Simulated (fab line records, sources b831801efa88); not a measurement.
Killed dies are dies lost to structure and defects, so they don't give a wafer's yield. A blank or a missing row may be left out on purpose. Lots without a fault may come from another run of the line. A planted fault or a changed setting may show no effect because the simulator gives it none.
Which tool did it? | flow gf180mcu | 14 lots, 39 wafers sampled, at 6 steps of a route of 602

WHAT THE GAUGES READ, wafer by wafer
GF_STI_THK_MEAS_24.
lot  | measured    | on            | STI_CVD_23_THK (nm)
L463 | day 2 06:17 | film_metro-01 | 656 660 659
L464 | day 2 08:11 | film_metro-01 | 655 652 655
L465 | day 2 15:43 | film_metro-02 | 669 667 658
L467 | day 3 00:20 | film_metro-02 | 654 656 645
L468 | day 3 04:57 | film_metro-03 | 677 662 672
L469 | day 3 11:54 | film_metro-03 | 654 666 654
L472 | day 4 04:05 | film_metro-02 | 655 653 654
L473 | day 4 10:52 | film_metro-03 | 653 654 649
L475 | day 4 22:56 | film_metro-02 | 657 651 662
L478 | day 5 10:04 | film_metro-02 | 651 650 657
L482 | day 6 06:26 | film_metro-03 | 938 657
L484 | day 6 15:56 | film_metro-01 | 906 639
L485 | day 6 20:34 | film_metro-03 | 918 641
L486 | day 7 04:49 | film_metro-01 | 648 645 643

GF_MVPSD_OVL_MEAS_07.
lot  | measured     | on         | MVPSD_OVL (nm)
L463 | day 5 03:19  | overlay-02 | 0.0 0.4 -2.9
L464 | day 5 04:37  | overlay-01 | -2.6 -3.1 -3.6
L465 | day 5 13:25  | overlay-02 | -1.6 -0.9 -2.2
L467 | day 5 23:41  | overlay-02 | -0.1 1.2 -0.8
L468 | day 6 06:13  | overlay-02 | 0.8 0.6 1.2
L469 | day 6 13:36  | overlay-01 | -0.9 -0.9 1.2
L472 | day 7 10:31  | overlay-02 | 0.9 0.3 0.8
L473 | day 7 17:19  | overlay-02 | 2.8 2.0 1.5
L475 | day 8 10:19  | overlay-02 | -0.7 -1.3 -1.1
L478 | day 8 19:59  | overlay-02 | 0.0 -1.1 -0.5
L482 | day 9 18:02  | overlay-02 | 2.6 1.4
L484 | day 10 05:12 | overlay-01 | 1.2 1.0
L485 | day 10 11:03 | overlay-01 | 0.9 2.7
L486 | day 10 23:15 | overlay-01 | 1.6 0.9 0.7

GF_CONTACT_RS_MEAS_25: measures by four-point-probe.
lot  | measured     | on            | CONTACT_W_RS (ohm/sq)
L463 | day 16 07:02 | film_metro-04 | 0.393 0.374 0.374
L464 | day 16 12:40 | film_metro-04 | 0.386 0.367 0.375
L465 | day 17 00:23 | film_metro-02 | 0.385 0.382 0.377
L467 | day 17 18:37 | film_metro-01 | 0.391 0.391 0.387
L468 | day 18 05:22 | film_metro-04 | 0.372 0.388 0.373
L469 | day 18 10:05 | film_metro-04 | 0.392 0.390 0.378
L472 | day 19 20:11 | film_metro-02 | 0.375 0.377 0.369
L473 | day 20 07:25 | film_metro-04 | 0.369 0.374 0.388
L475 | day 21 06:52 | film_metro-04 | 0.382 0.375 0.391
L478 | day 22 02:55 | film_metro-01 | 0.376 0.375 0.392
L482 | day 23 06:07 | film_metro-02 | 0.389 0.376
L484 | day 23 19:37 | film_metro-02 | 0.375 0.368
L485 | day 24 02:11 | film_metro-02 | 0.379 0.387
L486 | day 24 15:00 | film_metro-02 | 0.381 0.386 0.384

GF_CONTACT_THK_MEAS_26: measures by xrf.
lot  | measured     | on            | CONTACT_W_THK (nm)
L463 | day 16 07:09 | film_metro-04 | 291 305 304
L464 | day 16 12:47 | film_metro-04 | 297 309 303
L465 | day 17 00:30 | film_metro-02 | 293 296 300
L467 | day 17 18:44 | film_metro-01 | 286 286 290
L468 | day 18 05:28 | film_metro-04 | 307 295 307
L469 | day 18 10:12 | film_metro-04 | 292 295 304
L472 | day 19 20:16 | film_metro-02 | 303 302 308
L473 | day 20 07:32 | film_metro-04 | 309 305 293
L475 | day 21 06:59 | film_metro-04 | 302 308 294
L478 | day 22 03:02 | film_metro-01 | 298 299 287
L482 | day 23 06:11 | film_metro-02 | 291 303
L484 | day 23 19:44 | film_metro-02 | 304 305
L485 | day 24 02:19 | film_metro-02 | 297 292
L486 | day 24 15:07 | film_metro-02 | 295 292 293

WHICH TOOL RAN EACH LOT (tool, then ch and the chambers of the sampled wafers, then the start)
lot  | GF_STI_CVD_23                   | GF_STI_CMP_25
L463 | hdpcvd-01 ch 0,2, day 2 06:12   | cmp-02 ch 0,3, day 2 06:20
L464 | hdpcvd-02 ch 0,1,2, day 2 08:07 | cmp-01 ch 0,1,3, day 2 08:15
L465 | hdpcvd-02 ch 1,2, day 2 15:37   | cmp-01 ch 0,1, day 2 15:46
L467 | hdpcvd-02 ch 1,2, day 3 00:15   | cmp-02 ch 0,1,3, day 3 00:23
L468 | hdpcvd-01 ch 0,1, day 3 04:51   | cmp-01 ch 0,2, day 3 04:59
L469 | hdpcvd-01 ch 1,2, day 3 11:49   | cmp-01 ch 1,2, day 3 11:57
L472 | hdpcvd-02 ch 0,1,2, day 4 04:01 | cmp-01 ch 1,2, day 4 04:07
L473 | hdpcvd-01 ch 0,2, day 4 10:47   | cmp-02 ch 0,1,2, day 4 10:55
L475 | hdpcvd-01 ch 0,1,2, day 4 22:52 | cmp-01 ch 1,3, day 4 23:00
L478 | hdpcvd-01 ch 1,2, day 5 09:59   | cmp-02 ch 1,3, day 5 10:07
L482 | hdpcvd-02 ch 0,2, day 6 06:22   | cmp-01 ch 0,3, day 6 06:40
L484 | hdpcvd-02 ch 0,1, day 6 15:51   | cmp-02 ch 0,3, day 6 15:59
L485 | hdpcvd-02 ch 0,1, day 6 20:29   | cmp-02 ch 1, day 6 20:37
L486 | hdpcvd-01 ch 0,1,2, day 7 04:44 | cmp-01 ch 0,1,2, day 7 04:56
- GF_STI_CVD_23: deposits SiO2, target thk 650 nm, time 108.3 s.
- GF_STI_CMP_25: polishes, stops on Si3N4, t overpolish 33 s, target thk 524.6 nm.

WHAT THE TOOLS THEMSELVES READ (means of the sampled wafers that have a number; where no wafer has one, the mark that the record gives instead)
GF_STI_CVD_23.
lot  | tool      | susceptor_temp_C (C)
L463 | hdpcvd-01 | 600.27
L464 | hdpcvd-02 | 600.10
L465 | hdpcvd-02 | 599.78
L467 | hdpcvd-02 | 599.81
L468 | hdpcvd-01 | 599.81
L469 | hdpcvd-01 | 599.89
L472 | hdpcvd-02 | 600.01
L473 | hdpcvd-01 | 599.95
L475 | hdpcvd-01 | 600.07
L478 | hdpcvd-01 | 600.02
L482 | hdpcvd-02 | 599.77
L484 | hdpcvd-02 | 600.02
L485 | hdpcvd-02 | 600.04
L486 | hdpcvd-01 | 600.05

GF_STI_CMP_25.
lot  | tool   | edge_zone_pressure_frac | motor_current_A (A) | slurry_flow_ml_min | time_to_endpoint_s (s)
L463 | cmp-02 | 1.001                   | 14.0                | 149.6              | 125
L464 | cmp-01 | 1.006                   | 12.2                | 150.2              | 126
L465 | cmp-01 | 1.006                   | 13.5                | 150.5              | 129
L467 | cmp-02 | 1.006                   | 13.6                | 150.2              | 122
L468 | cmp-01 | 0.998                   | 11.1                | 150.1              | 130
L469 | cmp-01 | 1.001                   | 10.8                | 150.1              | 130
L472 | cmp-01 | 1.007                   | 11.6                | 149.6              | 119
L473 | cmp-02 | 1.000                   | 13.3                | 149.9              | 124
L475 | cmp-01 | 1.006                   | 11.1                | 150.4              | 123
L478 | cmp-02 | 1.002                   | 12.8                | 150.3              | 125
L482 | cmp-01 | 0.998                   | 11.8                | 149.4              | 152
L484 | cmp-02 | 1.000                   | 13.4                | 149.7              | 146
L485 | cmp-02 | 0.996                   | 14.6                | 149.4              | 156
L486 | cmp-01 | 1.000                   | 12.3                | 150.0              | 121

THE ANSWER, worked out from the rows above alone
Rule: what is usual is taken from the lots themselves. Put in order of their means at a reading, lots are off if they are a third of the lots or fewer, leave a main group of 4 or more, and stand apart from it by a gap of 3 or more times the standard deviation of the main group's means; of several such gaps the widest counts. A main group whose means are all the same, to the digits that the tables above print for the reading, isn't used. A lot without any number at a reading at which 4 lots or more have one is off too. The other lots that the step has rows for count as sound. The gauges are gone through in route order, then the tools' own readings, and for those a lot's mean is taken as printed above. The first step at which some lot is off is used, and at that step the reading that is off furthest; a lot without a number counts as furthest.
Off: L482, L484, L485, at GF_STI_THK_MEAS_24 (STI_CVD_23_THK). The main group: mean 656 nm, standard deviation 6.5.
A tool fits if, at a process step before that reading, it ran every lot that is off, and no sound lot after the first of them. The gauges at GF_STI_THK_MEAS_24 aren't tried: what is off there is off at GF_STI_CMP_25 too, on other tools, and a gauge's error can't cause that. One fits: hdpcvd-02 at GF_STI_CVD_23. Its last sound lot is L472 (day 4 04:01), its first lot that is off L482 (day 6 06:22): a fault that began between those two fits.

WHAT THE SIMULATOR HAD PUT IN
Process parameter drift: hdpcvd-02, from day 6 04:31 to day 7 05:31, at GF_STI_CVD_23. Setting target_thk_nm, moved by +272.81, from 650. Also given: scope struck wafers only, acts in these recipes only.
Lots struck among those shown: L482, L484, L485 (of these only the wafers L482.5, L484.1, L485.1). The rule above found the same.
